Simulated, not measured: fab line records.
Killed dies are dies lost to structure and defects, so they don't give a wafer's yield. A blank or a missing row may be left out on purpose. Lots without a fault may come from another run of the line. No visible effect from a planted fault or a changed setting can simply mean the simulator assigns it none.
fab line records	flow sky130
[record] lots = 14	wafers = 42	last-day = 50
route steps=708 shown CONTACT@425 METAL1@453 VIA1@471 METAL2@495
lots that met no fault: taken from a fault-free run of the same line
start-h: hours from the record's first day to the start of the lot's first wafer shown	wait-h: how many hours have passed since the lot's step before this one	" same as the row above	L1.1+2: several wafers, shown together as one row	- value missing, or start not given	* or withheld: withheld	< > ~ a bound
route shown NAME@n: names a module that has steps shown in the file, with the first one's number in the route	usual: mean/standard deviation of fault-free wafers	same: alike in all rows	chamber/n: place in a boat	sites: per-site readings	_std_site: their standard deviation	_edge_site: outer sites' mean less inner sites'	radius-mm: for every site, how far away it sits from the centre of the wafer	mask NAME#n: copy n	behind: the most recent tool/chamber to have shaped the wafer	hold: why the lot was held/for how many hours/how that ended	device: the transistor (n, p or np) that didn't switch	end of line: the tests these same wafers got at the end of their route	a step without rows: its recipe alone	killed: at the first sort, the dies lost to defects and structure; wafer yield is something else	map: the dies of a wafer, with x for killed, . for not killed, _ for no die there
set.NAME: the setting the step ran with; set.NAME@STEP: the setting that earlier step ran with	model.NAME: the simulator's own value behind a step, which no gauge read
route steps across a sampled set of lots; one table per step, one row per wafer
services: when a tool's chamber went out of use (start-h, in hours from the record's first day, below 0 if earlier), for how many hours, and the reason
[[steps]]
[step SKY_CONTACT_STRIP_19]
[recipe] chemistry = O2/N2	power-w = 1400	pressure-mtorr = 1500	platen-temp-c = withheld	o2-flow-sccm = 3000	n2-flow-sccm = 300	overash-fraction = 0.5
[usual] drypump-motor-current-A = 5.8/0.57	oes-product-au = 0.380/0.0048	strip-time-to-endpoint-s = 3.61/0.03
lot.wafer	tool	chamber	start-h	wait-h	drypump-motor-current-A	oes-product-au	rf-hours-counter-h	strip-time-to-endpoint-s
L466.3	plasma-asher-04	0	726.41	-	5.3	0.378	-	3.61
L466.5	"	0	"	"	5.3	0.381	-	3.61
L466.6	"	1	"	"	6.3	0.384	-	3.65
L468.2	plasma-asher-04	1	751.13	-	6.3	0.383	1	3.63
L468.4	"	0	"	"	5.3	0.381	-	3.58
L468.6	"	1	"	"	6.2	0.381	-	3.65
L469.2	plasma-asher-04	1	767.98	-	6.2	0.376	2	3.64
L469.3	"	0	"	"	5.3	0.375	-	3.64
L469.4	"	1	"	"	6.3	0.380	-	3.66
L471.3	plasma-asher-02	0	788.24	-	5.3	0.384	-	3.59
L471.4	"	1	"	"	6.6	0.374	-	3.62
L471.6	"	0	"	"	5.3	0.385	-	3.61
L470.4	plasma-asher-02	0	790.99	-	5.3	0.384	-	3.59
L470.5	"	0	"	"	5.3	0.389	-	3.61
L470.6	"	1	"	"	6.7	0.380	-	3.64
L476.3	plasma-asher-04	1	826.61	-	6.2	0.374	-	3.62
L476.4	"	0	"	"	5.4	0.380	-	3.62
L476.6	"	0	"	"	5.4	0.377	-	3.60
L481.1	plasma-asher-03	1	861.90	-	6.0	0.383	71	3.66
L481.4	"	0	"	"	5.0	0.381	-	3.65
L481.6	"	1	"	"	6.0	0.375	-	3.63
L482.4	plasma-asher-02	1	864.44	-	6.6	0.383	-	3.58
L482.5	"	1	"	"	6.6	0.378	-	3.58
L482.6	"	0	"	"	5.3	0.387	-	3.65
L483.4	plasma-asher-04	1	866.96	-	6.2	0.382	-	3.57
L483.5	"	1	"	"	6.2	0.377	-	3.61
L483.6	"	0	"	"	5.3	0.381	-	3.62
L484.3	plasma-asher-04	0	879.26	-	5.4	0.374	-	3.61
L484.5	"	1	"	"	6.3	0.379	-	3.60
L484.6	"	0	"	"	5.3	0.382	-	3.58
L485.2	plasma-asher-02	1	887.36	-	6.7	0.383	109	3.58
L485.3	"	1	"	"	6.6	0.389	-	3.66
L485.4	"	0	"	"	5.3	0.378	-	3.63
L486.1	plasma-asher-04	1	888.23	-	6.3	0.384	14	3.62
L486.2	"	0	"	"	5.3	0.371	14	3.62
L486.5	"	1	"	"	6.2	0.376	-	3.61
L487.1	plasma-asher-02	1	893.78	-	6.5	0.379	110	3.58
L487.2	"	0	"	"	5.3	0.387	110	3.64
L487.4	"	0	"	"	5.3	0.372	-	3.63
L488.3	plasma-asher-03	0	903.46	-	5.0	0.387	-	3.60
L488.4	"	1	"	"	6.0	0.385	-	3.55
L488.5	"	1	"	"	6.0	0.388	-	3.56
[step SKY_METAL1_METAL_ETCH_19]
[recipe] target-depth-a = 3600	stop-on = SiO2	over-etch-frac = 0.3	time-s = 78	chemistry = Cl2/BCl3	resist-sidewall-deg = 88	pressure-mtorr = 10	icp-w = 900	bias-w = 48.5	Cl2_flow_sccm = 60	bcl3-flow-sccm = 30
[usual] drypump-motor-current-A = 5.6/0.65	he-backside-leak-sccm = 3.36/0.2	mfc-cl2-sccm = 60.02/0.18	oes-product-au = 0.853/0.0061	throttle-valve-pct = 22.265/0.0091
[same] over-etch-frac = 0.3
lot.wafer	tool	chamber	start-h	wait-h	drypump-motor-current-A	he-backside-leak-sccm	mfc-cl2-sccm	oes-product-au	rf-hours-counter-h	throttle-valve-pct
L466.3	rie-metal-03	0	756.08	0.1	6.1	3.97	60.00	0.856	-	22.275
L466.5	"	0	"	"	6.1	3.68	60.17	0.853	-	22.254
L466.6	"	1	"	"	6.4	3.44	59.88	0.854	-	22.274
L468.2	rie-metal-01	1	779.20	0.0	6.1	3.15	59.95	0.855	1	22.261
L468.4	"	1	"	"	6.1	3.32	59.81	0.852	-	22.254
L468.6	"	1	"	"	6.1	3.35	60.17	0.858	-	22.269
L469.2	rie-metal-03	0	796.04	0.0	6.1	3.16	60.12	0.848	4	22.267
L469.3	"	0	"	"	6.0	3.53	59.81	0.855	-	22.278
L469.4	"	1	"	"	6.4	3.40	60.31	0.843	-	22.276
L471.3	rie-metal-04	1	816.33	0.1	5.7	3.05	60.11	0.847	-	22.252
L471.4	"	0	"	"	4.6	3.40	60.13	0.860	-	22.250
L471.6	"	1	"	"	5.6	3.23	60.07	0.850	-	22.275
L470.4	rie-metal-03	0	818.28	0.1	6.1	3.50	60.11	0.851	-	22.267
L470.5	"	1	"	"	6.4	3.40	60.36	0.857	-	22.275
L470.6	"	0	"	"	6.1	3.62	60.10	0.861	-	22.269
L476.3	rie-metal-01	1	853.92	0.1	6.1	3.26	60.05	0.865	-	22.275
L476.4	"	0	"	"	4.9	3.30	59.89	0.855	-	22.268
L476.6	"	1	"	"	6.1	3.37	59.86	0.846	-	22.250
L481.1	rie-metal-03	1	889.02	0.0	6.4	3.65	59.88	0.855	9	22.274
L481.4	"	1	"	"	6.4	3.70	59.78	0.843	-	22.273
L481.6	"	0	"	"	6.0	3.34	60.01	0.849	-	22.264
L482.4	rie-metal-01	1	891.72	0.1	6.1	3.43	59.94	0.845	-	22.270
L482.5	"	0	"	"	4.9	3.49	60.39	0.858	-	22.269
L482.6	"	1	"	"	6.1	3.35	60.03	0.857	-	22.263
L483.4	rie-metal-04	1	894.67	0.1	5.7	3.03	59.99	0.861	-	22.286
L483.5	"	0	"	"	4.6	3.19	59.76	0.858	-	22.272
L483.6	"	1	"	"	5.6	3.16	59.97	0.858	-	22.253
L484.3	rie-metal-04	1	906.10	0.1	5.7	3.14	60.10	0.848	-	22.264
L484.5	"	1	"	"	5.6	3.27	60.04	0.856	-	22.267
L484.6	"	0	"	"	4.6	3.61	60.14	0.849	-	22.279
L485.2	rie-metal-03	1	913.62	0.0	6.4	3.59	60.13	0.852	10	22.265
L485.3	"	1	"	"	6.4	3.68	59.97	0.847	-	22.270
L485.4	"	0	"	"	6.0	3.84	59.87	0.852	-	22.276
L486.1	rie-metal-04	0	915.23	0.1	4.6	3.28	60.17	0.853	14	22.272
L486.2	"	1	"	"	5.7	3.24	60.03	0.858	2	22.277
L486.5	"	0	"	"	4.6	3.01	59.96	0.862	-	22.264
L487.1	rie-metal-04	1	919.82	0.0	5.7	3.05	60.34	0.852	2	22.255
L487.2	"	0	"	"	4.6	3.10	60.19	0.842	14	22.270
L487.4	"	1	"	"	5.7	3.17	60.30	0.852	-	22.264
L488.3	rie-metal-01	1	928.73	0.1	6.1	3.30	60.32	0.849	-	22.268
L488.4	"	0	"	"	4.9	3.43	60.28	0.853	-	22.264
L488.5	"	0	"	"	4.9	3.38	59.93	0.853	-	22.271
[step SKY_VIA1_OVL_MEAS_13]
[usual] VIA1_OVL = 2/6.3
lot.wafer	tool	chamber	start-h	wait-h	VIA1_OVL[nm]
L466.3	overlay-01	-	783.28	0.1	2
L466.5	"	-	"	"	6
L466.6	"	-	"	"	0
L468.2	overlay-01	-	807.07	0.1	1
L468.4	"	-	"	"	3
L468.6	"	-	"	"	-2
L469.2	overlay-02	-	824.92	0.1	19
L469.3	"	-	"	"	14
L469.4	"	-	"	"	14
L471.3	overlay-01	-	844.25	0.1	-6
L471.4	"	-	"	"	-8
L471.6	"	-	"	"	0
L470.4	overlay-02	-	846.43	0.1	-7
L470.5	"	-	"	"	-3
L470.6	"	-	"	"	0
L476.3	overlay-02	-	880.33	0.1	-1
L476.4	"	-	"	"	-1
L476.6	"	-	"	"	3
L481.1	overlay-01	-	915.26	0.1	1
L481.4	"	-	"	"	-6
L481.6	"	-	"	"	2
L482.4	overlay-02	-	917.73	0.1	8
L482.5	"	-	"	"	12
L482.6	"	-	"	"	9
L483.4	overlay-01	-	921.03	0.1	11
L483.5	"	-	"	"	4
L483.6	"	-	"	"	7
L484.3	overlay-01	-	931.32	0.1	5
L484.5	"	-	"	"	0
L484.6	"	-	"	"	-2
L485.2	overlay-02	-	939.47	0.1	3
L485.3	"	-	"	"	-1
L485.4	"	-	"	"	-2
L486.1	overlay-01	-	940.51	0.1	8
L486.2	"	-	"	"	6
L486.5	"	-	"	"	3
L487.1	overlay-02	-	945.16	0.1	-7
L487.2	"	-	"	"	-4
L487.4	"	-	"	"	3
L488.3	overlay-01	-	954.08	0.1	15
L488.4	"	-	"	"	3
L488.5	"	-	"	"	7
[step SKY_METAL2_EXPOSE_12]
[recipe] mask-id = MM2	na = 0.8	source-shape = annular	sigma-inner = 0.55	sigma-outer = 0.85	target-cd-nm = 140	dose-mj = 28
[usual] exposure-dose-mJ-cm2 = 27.995/0.029	focus-offset-nm = 0.0/0.6	stage-vel-mm-s = 499.99/0.26
lot.wafer	tool	chamber	start-h	wait-h	mask	exposure-dose-mJ-cm2	focus-offset-nm	stage-vel-mm-s
L466.3	krf-scanner-01	0	799.03	-	MM2#0	27.973	1.0	499.90
L466.5	"	0	"	"	MM2#0	27.999	-0.3	499.99
L466.6	"	0	"	"	MM2#0	28.009	0.6	500.04
L468.2	krf-scanner-02	0	822.56	-	MM2#0	28.012	0.2	500.31
L468.4	"	0	"	"	MM2#0	27.997	0.6	500.07
L468.6	"	0	"	"	MM2#0	28.016	-0.3	499.98
L469.2	krf-scanner-02	0	838.83	-	MM2#0	27.985	1.2	500.23
L469.3	"	0	"	"	MM2#0	27.995	0.4	500.03
L469.4	"	0	"	"	MM2#0	28.013	1.7	499.81
L471.3	krf-scanner-01	0	859.70	-	MM2#0	28.007	-0.1	499.63
L471.4	"	0	"	"	MM2#0	28.009	0.3	500.15
L471.6	"	0	"	"	MM2#0	27.979	0.3	499.93
L470.4	krf-scanner-01	0	861.05	-	MM2#0	27.996	-0.9	500.39
L470.5	"	0	"	"	MM2#0	28.006	-0.3	500.43
L470.6	"	0	"	"	MM2#0	28.000	-0.3	500.14
L476.3	krf-scanner-01	0	894.36	-	MM2#0	27.994	0.8	499.60
L476.4	"	0	"	"	MM2#0	27.981	0.0	499.72
L476.6	"	0	"	"	MM2#0	28.023	0.5	499.41
L481.1	krf-scanner-02	-	929.72	-	MM2#0	-	-	-
L481.4	"	-	"	"	MM2#0	-	-	-
L481.6	"	-	"	"	MM2#0	-	-	-
L482.4	krf-scanner-01	-	932.82	-	MM2#0	-	-	-
L482.5	"	-	"	"	MM2#0	-	-	-
L482.6	"	-	"	"	MM2#0	-	-	-
L483.4	krf-scanner-01	0	935.28	-	MM2#0	28.030	-0.1	499.91
L483.5	"	0	"	"	MM2#0	28.008	-0.1	500.13
L483.6	"	0	"	"	MM2#0	27.996	-0.7	500.05
L484.3	krf-scanner-01	0	944.03	-	MM2#0	28.023	0.3	500.25
L484.5	"	0	"	"	MM2#0	27.993	0.2	500.56
L484.6	"	0	"	"	MM2#0	27.994	0.4	499.83
L485.2	krf-scanner-02	0	953.38	-	MM2#0	28.000	-0.1	500.23
L485.3	"	0	"	"	MM2#0	28.008	0.4	499.70
L485.4	"	0	"	"	MM2#0	27.981	0.0	500.07
L486.1	krf-scanner-01	0	954.87	-	MM2#0	27.951	-0.7	500.18
L486.2	"	0	"	"	MM2#0	27.999	-1.1	500.31
L486.5	"	0	"	"	MM2#0	27.960	-0.5	500.14
L487.1	krf-scanner-01	0	959.64	-	MM2#0	28.048	0.1	499.93
L487.2	"	0	"	"	MM2#0	28.025	-0.1	499.95
L487.4	"	0	"	"	MM2#0	28.008	0.3	500.07
L488.3	krf-scanner-01	0	966.86	-	MM2#0	27.997	0.1	499.91
L488.4	"	0	"	"	MM2#0	27.967	-0.1	499.82
L488.5	"	0	"	"	MM2#0	27.972	-0.2	499.93
[[services]]
tool	chamber	start-h	hours	kind
rie-metal-01	1	709.11	5.7	repair
krf-scanner-02	-	709.58	1.3	pm
krf-scanner-01	-	711.74	1.0	pm
rie-metal-03	1	725.35	15.3	repair
plasma-asher-04	-	733.75	9.0	pm
plasma-asher-04	-	758.09	2.7	repair
krf-scanner-02	-	762.71	1.0	pm
rie-metal-03	-	768.53	1.6	repair
krf-scanner-02	-	777.49	3.6	pm
krf-scanner-01	-	785.40	1.3	pm
krf-scanner-01	-	803.87	0.8	pm
krf-scanner-02	-	810.67	0.6	repair
krf-scanner-01	-	835.22	4.0	pm
krf-scanner-02	-	869.76	0.8	pm
rie-metal-04	-	878.12	0.5	repair
krf-scanner-01	-	880.74	1.0	pm
krf-scanner-02	-	885.48	1.3	pm
krf-scanner-02	-	915.50	3.9	repair
plasma-asher-04	-	916.56	0.7	repair
krf-scanner-02	-	931.76	1.0	pm
krf-scanner-02	-	932.72	2.6	repair
plasma-asher-04	-	936.03	3.9	repair
plasma-asher-04	-	960.05	0.6	repair
krf-scanner-01	-	961.26	1.3	pm
[[key]]
[first-sign] step = SKY_METAL2_EXPOSE_12	reading = tool-record	direction = missing
effect none on later readings
met-at SKY_METAL2_EXPOSE_12
struck-lots L481,L482
later-rows-left-out L481.1,L481.4,L481.6,L482.4,L482.5,L482.6
sort-left-out L481.1,L481.4,L481.6,L482.4,L482.5,L482.6
[loop-trim] step = SKY_METAL2_EXPOSE_12	setting = dose	lots = L482
not-acting-at SKY_CONTACT_STRIP_19,SKY_METAL1_METAL_ETCH_19,SKY_VIA1_OVL_MEAS_13
onset-between 894.36 929.72
[fault] kind = skipped-step-whole	tool = krf-scanner-01,krf-scanner-02	chamber = -	onset-h = 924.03	steps = SKY_METAL2_EXPOSE_12	scope = struck-lots-only
// sort-left-out: the simulated sort isn't trusted on such a fault, so these wafers' sort isn't shown, and their yield isn't known
// later-rows-left-out: the simulator's readings of these wafers behind a module that went badly wrong aren't trusted and aren't shown, but for the sort
// loop-trim: a control loop set the setting to another value than it would have without faults
